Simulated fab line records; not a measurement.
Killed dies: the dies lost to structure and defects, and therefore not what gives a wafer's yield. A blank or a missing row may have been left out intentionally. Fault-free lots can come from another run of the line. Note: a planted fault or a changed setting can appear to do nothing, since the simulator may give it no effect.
Which tool is to blame? | flow gf180mcu | 13 lots, 39 wafers sampled, at 5 steps of a route of 602

## WHAT THE GAUGES READ, wafer by wafer
GF_MIM_THK_MEAS_11: measures by xrf. Usual: MIM_ALCU_THK 194.9 nm, standard deviation 2.1.
lot  | measured     | on            | MIM_ALCU_THK (nm) | flag
L662 | day 24 14:08 | film_metro-02 | 196.9 192.9 198.1 |
L663 | day 24 22:56 | film_metro-03 | 199.2 197.7 193.9 |
L664 | day 25 02:43 | film_metro-04 | 194.2 196.7 192.7 |
L665 | day 25 17:20 | film_metro-02 | 197.0 195.2 196.3 |
L666 | day 26 00:01 | film_metro-02 | 196.1 192.9 197.3 |
L671 | day 27 08:25 | film_metro-04 | 197.0 194.4 195.2 |
L678 | day 29 14:57 | film_metro-03 | 199.2 193.9 196.9 |
L679 | day 29 19:26 | film_metro-02 | 196.0 193.9 194.9 |
L681 | day 30 08:31 | film_metro-03 | 195.1 196.6 195.6 |
L682 | day 30 16:05 | film_metro-02 | 194.2 194.5 194.3 |
L683 | day 31 03:44 | film_metro-03 | 197.0 192.1 195.5 |
L684 | day 31 04:57 | film_metro-02 | 193.8 193.3 194.0 |
L685 | day 31 10:14 | film_metro-02 | 194.5 192.3 187.7 |

GF_V5_THK_MEAS_01. Usual: V5_CVD_00_THK 298 nm, standard deviation 4.4.
lot  | measured     | on            | V5_CVD_00_THK (nm) | flag
L662 | day 26 09:16 | film_metro-04 | 297 302 298        |
L663 | day 26 17:58 | film_metro-01 | 296 301 299        |
L664 | day 26 20:32 | film_metro-04 | 290 292 296        |
L665 | day 27 12:16 | film_metro-04 | 585 598 605        | OFF
L666 | day 27 18:08 | film_metro-04 | 611 612 596        | OFF
L671 | day 28 22:48 | film_metro-04 | 603 583 602        | OFF
L678 | day 31 04:37 | film_metro-03 | 296 300 296        |
L679 | day 31 08:53 | film_metro-03 | 289 301 295        |
L681 | day 31 20:50 | film_metro-04 | 298 305 298        |
L682 | day 32 03:58 | film_metro-01 | 298 296 301        |
L683 | day 32 15:05 | film_metro-03 | 296 295 297        |
L684 | day 32 16:04 | film_metro-04 | 301 297 301        |
L685 | day 32 19:56 | film_metro-03 | 302 303 298        |

GF_V5_CD_MEAS_14 targets a cd of 260 nm. Usual: 260.6 nm for cd_nm, sd 1.1.
lot  | measured     | on        | cd_nm (nm)        | flag
L662 | day 27 05:37 | cd_sem-01 | 260.7 259.6 259.4 |
L663 | day 27 14:59 | cd_sem-01 | 260.2 260.5 261.7 |
L664 | day 27 17:34 | cd_sem-01 | 261.3 259.7 259.9 |
L665 | day 28 08:46 | cd_sem-01 | 260.0 260.9 259.3 |
L666 | day 28 13:13 | cd_sem-01 | 261.4 261.8 260.9 |
L671 | day 29 18:19 | cd_sem-02 | 262.0 260.9 260.6 |
L678 | day 31 22:20 | cd_sem-01 | 261.0 261.8 261.2 |
L679 | day 32 02:02 | cd_sem-02 | 259.9 261.1 260.4 |
L681 | day 32 14:52 | cd_sem-01 | 260.4 260.4 259.8 |
L682 | day 32 21:05 | cd_sem-02 | 260.4 261.6 260.7 |
L683 | day 33 07:17 | cd_sem-02 | 260.6 260.4 261.2 |
L684 | day 33 08:14 | cd_sem-01 | 259.3 259.3 260.5 |
L685 | day 33 12:20 | cd_sem-01 | 260.6 260.9 261.4 |

## WHAT TOOL EACH LOT RAN ON (gives the tool, then ch and the chambers of the sampled wafers, and finally the start)
lot  | GF_M5_STRIP_11                       | GF_V5_CVD_00
L662 | plasma_asher-02 ch 0,1, day 26 08:39 | hdpcvd-02 ch 0,1,2, day 26 09:14
L663 | plasma_asher-01 ch 0,1, day 26 17:23 | hdpcvd-02 ch 0,1,2, day 26 17:55
L664 | plasma_asher-01 ch 0,1, day 26 19:56 | hdpcvd-01 ch 0,2, day 26 20:28
L665 | plasma_asher-03 ch 0,1, day 27 11:21 | hdpcvd-01 ch 0,2, day 27 11:53
L666 | plasma_asher-02 ch 0,1, day 27 17:16 | hdpcvd-01 ch 0,1, day 27 17:49
L671 | plasma_asher-02 ch 0,1, day 28 22:00 | hdpcvd-01 ch 1,2, day 28 22:32
L678 | plasma_asher-02 ch 1, day 31 04:00   | hdpcvd-01 ch 0,2, day 31 04:34
L679 | plasma_asher-02 ch 0,1, day 31 08:12 | hdpcvd-01 ch 0,1,2, day 31 08:51
L681 | plasma_asher-03 ch 0,1, day 31 20:15 | hdpcvd-02 ch 0,2, day 31 20:47
L682 | plasma_asher-01 ch 0,1, day 32 03:21 | hdpcvd-02 ch 1,2, day 32 03:55
L683 | plasma_asher-03 ch 0,1, day 32 14:30 | hdpcvd-02 ch 1,2, day 32 15:02
L684 | plasma_asher-03 ch 0,1, day 32 15:27 | hdpcvd-02 ch 0,1,2, day 32 16:01
L685 | plasma_asher-02 ch 0,1, day 32 19:21 | hdpcvd-01 ch 0,1,2, day 32 19:53
- GF_M5_STRIP_11: strips in O2/N2.
- GF_V5_CVD_00: deposits SiO2, target thk 300 nm, time 50 s.

## AS READ BY THE TOOLS THEMSELVES (means over the sampled wafers that have a number; for cases with no such wafer, the mark the record gives instead)
GF_M5_STRIP_11. Usual: chamber_pressure_mTorr 1500.0 mTorr, standard deviation 1.4; drypump_motor_current_A 5.5 A, standard deviation 0.38; heater_power_w 316 W, standard deviation 15; oes_product_au 0.522 a.u., standard deviation 0.0048; strip_time_to_endpoint_s 7.02 s, standard deviation 0.06.
lot  | tool            | chamber_pressure_mTorr (mTorr) | drypump_motor_current_A (A) | heater_power_w (W) | oes_product_au (a.u.) | strip_time_to_endpoint_s (s) | flag
L662 | plasma_asher-02 | 1499.1                         | 5.6                         | 321                | 0.524                 | 7.04                         |
L663 | plasma_asher-01 | 1501.1                         | 5.5                         | 323                | 0.525                 | 7.11                         |
L664 | plasma_asher-01 | 1500.0                         | 5.5                         | 326                | 0.525                 | 7.01                         |
L665 | plasma_asher-03 | 1500.2                         | 5.7                         | 303                | 0.520                 | 6.98                         |
L666 | plasma_asher-02 | 1499.6                         | 5.2                         | 322                | 0.520                 | 6.97                         |
L671 | plasma_asher-02 | 1499.5                         | 5.2                         | 320                | 0.521                 | 7.01                         |
L678 | plasma_asher-02 | 1500.9                         | 4.8                         | 321                | 0.523                 | 7.03                         |
L679 | plasma_asher-02 | 1500.1                         | 5.2                         | 322                | 0.520                 | 6.92                         |
L681 | plasma_asher-03 | 1499.6                         | 5.6                         | 296                | 0.520                 | 7.08                         |
L682 | plasma_asher-01 | 1498.7                         | 5.5                         | 326                | 0.523                 | 7.10                         |
L683 | plasma_asher-03 | 1499.8                         | 5.7                         | 302                | 0.523                 | 7.00                         |
L684 | plasma_asher-03 | 1501.2                         | 5.6                         | 293                | 0.522                 | 7.04                         |
L685 | plasma_asher-02 | 1500.4                         | 5.2                         | 322                | 0.521                 | 7.02                         |

## THE ANSWER, worked out from the rows above alone
Rule: take the mean of a lot's wafers that have a number; if it is more than 3 standard deviations from the usual mean, the lot is off. Also off: a lot with no number at a reading for which 4 or more lots have one. Any other lot the step has rows for is counted as sound. First the gauges in route order, then the tools' own readings, where a lot's mean is used as printed above. The first step at which some lot is off is used, and at that step the reading that is off furthest; a lot without a number counts as furthest.
Off: L665, L666, L671, seen at GF_V5_THK_MEAS_01 (V5_CVD_00_THK).
If a tool, at a process step before that reading, ran all the lots that are off and no sound lot after the first of them, it fits. The gauges at GF_V5_THK_MEAS_01 are tried like those tools. No candidate that was tried fits.

## WHAT THE SIMULATOR HAD INSERTED
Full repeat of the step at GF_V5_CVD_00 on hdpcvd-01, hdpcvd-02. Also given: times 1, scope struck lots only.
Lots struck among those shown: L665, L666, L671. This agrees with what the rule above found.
